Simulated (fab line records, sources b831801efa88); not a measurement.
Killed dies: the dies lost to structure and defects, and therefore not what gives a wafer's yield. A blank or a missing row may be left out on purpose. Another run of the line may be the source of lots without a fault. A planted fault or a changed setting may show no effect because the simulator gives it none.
Which of the tools did it?    flow sky130    11 lots, 33 wafers sampled, at 7 steps of a route of 708

== WHAT THE GAUGES SHOWED, per wafer ==
SKY_VIA3_BOW_MEAS_03.
lot   measured      on             VIA3_BOW (um)
L111  day 38 18:31  film_metro-02  73 82 79
L112  day 39 01:23  film_metro-02  77 72 80
L119  day 41 07:47  film_metro-02  77 57 75
L120  day 41 15:52  film_metro-03  73 82 78
L124  day 42 20:39  film_metro-03  79 84 81
L127  day 44 03:26  film_metro-01  87 74 92
L129  day 44 07:10  film_metro-02  83 76 78
L130  day 44 11:08  film_metro-02  84 83 78
L131  day 44 16:20  film_metro-02  79 85 76
L132  day 45 01:23  film_metro-03  81 75 74
L133  day 45 07:07  film_metro-01  88 78 76

SKY_VIA3_RS_MEAS_22: measurement is done with a four-point probe.
lot   measured      on             VIA3_W_RS (ohm/sq)
L111  day 39 20:22  film_metro-03  0.297 0.295 0.295
L112  day 40 03:25  film_metro-03  0.293 0.292 0.294
L119  day 42 08:27  film_metro-02  0.291 0.394 0.291
L120  day 42 16:43  film_metro-01  0.293 0.400 0.291
L124  day 43 20:47  film_metro-01  0.289 0.298 0.288
L127  day 45 02:35  film_metro-01  0.292 0.292 0.294
L129  day 45 06:08  film_metro-01  0.294 0.294 0.295
L130  day 45 10:09  film_metro-01  0.294 0.289 0.291
L131  day 45 14:41  film_metro-02  0.294 0.291 0.295
L132  day 46 00:11  film_metro-03  0.299 0.292 0.300
L133  day 46 05:38  film_metro-02  0.293 0.293 0.292

SKY_VIA3_THK_MEAS_23: measures by xrf.
lot   measured      on             VIA3_W_THK (nm)
L111  day 39 20:29  film_metro-03  368 371 372
L112  day 40 03:31  film_metro-03  373 375 370
L119  day 42 08:34  film_metro-02  374 278 374
L120  day 42 16:49  film_metro-01  378 280 381
L124  day 43 20:53  film_metro-01  380 369 383
L127  day 45 02:42  film_metro-01  380 377 376
L129  day 45 06:15  film_metro-01  373 374 373
L130  day 45 10:15  film_metro-01  376 380 376
L131  day 45 14:49  film_metro-02  375 379 371
L132  day 46 00:18  film_metro-03  368 374 364
L133  day 46 05:44  film_metro-02  374 371 375

SKY_CAP2M_THK_MEAS_01.
lot   measured      on             CAP2M_CVD_00_THK (nm)
L111  day 39 21:01  film_metro-02  15.61 15.46 15.70
L112  day 40 04:03  film_metro-04  15.45 15.76 15.80
L119  day 42 09:05  film_metro-03  15.13 15.05 15.33
L120  day 42 17:21  film_metro-02  15.05 15.14 15.44
L124  day 43 21:26  film_metro-02  15.31 15.50 15.83
L127  day 45 03:14  film_metro-04  15.59 15.41 15.39
L129  day 45 06:47  film_metro-04  15.54 15.57 15.98
L130  day 45 10:47  film_metro-04  15.12 15.25 15.51
L131  day 45 15:20  film_metro-02  15.03 15.58 15.57
L132  day 46 00:50  film_metro-04  15.31 15.93 15.53
L133  day 46 06:16  film_metro-03  15.10 15.48 15.54

== EACH LOT AND THE TOOL THAT RAN IT (in order: tool; ch and the chambers of the sampled wafers; start) ==
lot   SKY_VIA3_CVD_21                SKY_VIA3_CMP_24                SKY_METAL4_SPUTTER_04
L111  cvd_w-02 ch 1, day 39 20:14    cmp-01 ch 0,3, day 39 20:33    pvd_sputter-02, day 39 20:57
L112  cvd_w-01 ch 0,1, day 40 03:18  cmp-01 ch 0,1,3, day 40 03:34  pvd_sputter-03, day 40 03:58
L119  cvd_w-02 ch 0,1, day 42 08:18  cmp-01 ch 0,2,3, day 42 08:40  pvd_sputter-02, day 42 09:01
L120  cvd_w-02 ch 0,1, day 42 16:34  cmp-02 ch 0,1,2, day 42 16:55  pvd_sputter-02, day 42 17:16
L124  cvd_w-01 ch 0,1, day 43 20:40  cmp-02 ch 2,3, day 43 20:56    pvd_sputter-03, day 43 21:20
L127  cvd_w-01 ch 0,1, day 45 02:27  cmp-01 ch 0,1,3, day 45 02:45  pvd_sputter-02, day 45 03:10
L129  cvd_w-01 ch 0,1, day 45 06:00  cmp-02 ch 0,1,2, day 45 06:27  pvd_sputter-02, day 45 06:43
L130  cvd_w-01 ch 0,1, day 45 10:02  cmp-02 ch 0,1,3, day 45 10:17  pvd_sputter-04, day 45 10:42
L131  cvd_w-01 ch 0,1, day 45 14:34  cmp-01 ch 0,1, day 45 14:52    pvd_sputter-02, day 45 15:16
L132  cvd_w-02 ch 0,1, day 46 00:03  cmp-01 ch 0,3, day 46 00:21    pvd_sputter-04, day 46 00:46
L133  cvd_w-02 ch 0, day 46 05:26    cmp-02 ch 1,2,3, day 46 05:55  pvd_sputter-04, day 46 06:11
- SKY_VIA3_CVD_21: deposits W, target thk 390 nm, time 117.31 s.
- SKY_VIA3_CMP_24: polishes, stops on SiO2, t overpolish 20 s, target thk 0 nm.
- SKY_METAL4_SPUTTER_04: material TiN, target thk 70 nm, time 58.3 s.

== WHAT THE TOOLS THEMSELVES READ (means of the sampled wafers that have a number; where no wafer has one, the mark that the record gives instead) ==
SKY_VIA3_CVD_21.
lot   tool      heater_power_w (W)
L111  cvd_w-02  909
L112  cvd_w-01  764
L119  cvd_w-02  1010
L120  cvd_w-02  1014
L124  cvd_w-01  834
L127  cvd_w-01  827
L129  cvd_w-01  817
L130  cvd_w-01  816
L131  cvd_w-01  771
L132  cvd_w-02  945
L133  cvd_w-02  1079

SKY_VIA3_CMP_24.
lot   tool    motor_current_A (A)  time_to_endpoint_s (s)
L111  cmp-01  12.1                 94
L112  cmp-01  11.9                 92
L119  cmp-01  11.4                 89
L120  cmp-02  10.3                 85
L124  cmp-02  11.0                 94
L127  cmp-01  12.1                 95
L129  cmp-02  10.8                 92
L130  cmp-02  10.1                 94
L131  cmp-01  11.0                 93
L132  cmp-01  12.9                 98
L133  cmp-02  10.6                 92

SKY_METAL4_SPUTTER_04.
lot   tool            throttle_valve_pct (%)
L111  pvd_sputter-02  29.9
L112  pvd_sputter-03  30.0
L119  pvd_sputter-02  29.8
L120  pvd_sputter-02  30.2
L124  pvd_sputter-03  30.4
L127  pvd_sputter-02  30.2
L129  pvd_sputter-02  30.3
L130  pvd_sputter-04  29.4
L131  pvd_sputter-02  29.8
L132  pvd_sputter-04  29.8
L133  pvd_sputter-04  29.7

== THE ANSWER, worked out from the rows above alone ==
Rule: usual is defined by the lots themselves. The widest of any qualifying gaps counts: lots, ordered by their means at a reading, are off when they make up no more than a third of the lots, leave a main group of 4 or more, and stand apart from it by 3 or more times the standard deviation of that group's means. The tables above print the reading to a certain number of digits; a main group whose means all agree to those digits is not used. Also off: a lot with no number at a reading for which 4 or more lots have one. All remaining lots with rows at the step are treated as sound. Order of review: gauges by route order, followed by the tools' own readings, for which a lot's mean as printed above is used. The first step at which some lot is off is used, and at that step the reading that is off furthest; a lot without a number counts as furthest.
Off: L119, L120, seen at SKY_VIA3_RS_MEAS_22 (VIA3_W_RS). Mean 0.294 ohm/sq and standard deviation 0.0017 in the main group.
If a tool, at a process step before that reading, ran all the lots that are off and no sound lot after the first of them, it fits. Those tools and the gauges at SKY_VIA3_RS_MEAS_22 are tried in the same way. Not one of the candidates tried fits.

== WHAT WAS PUT IN BY THE SIMULATOR ==
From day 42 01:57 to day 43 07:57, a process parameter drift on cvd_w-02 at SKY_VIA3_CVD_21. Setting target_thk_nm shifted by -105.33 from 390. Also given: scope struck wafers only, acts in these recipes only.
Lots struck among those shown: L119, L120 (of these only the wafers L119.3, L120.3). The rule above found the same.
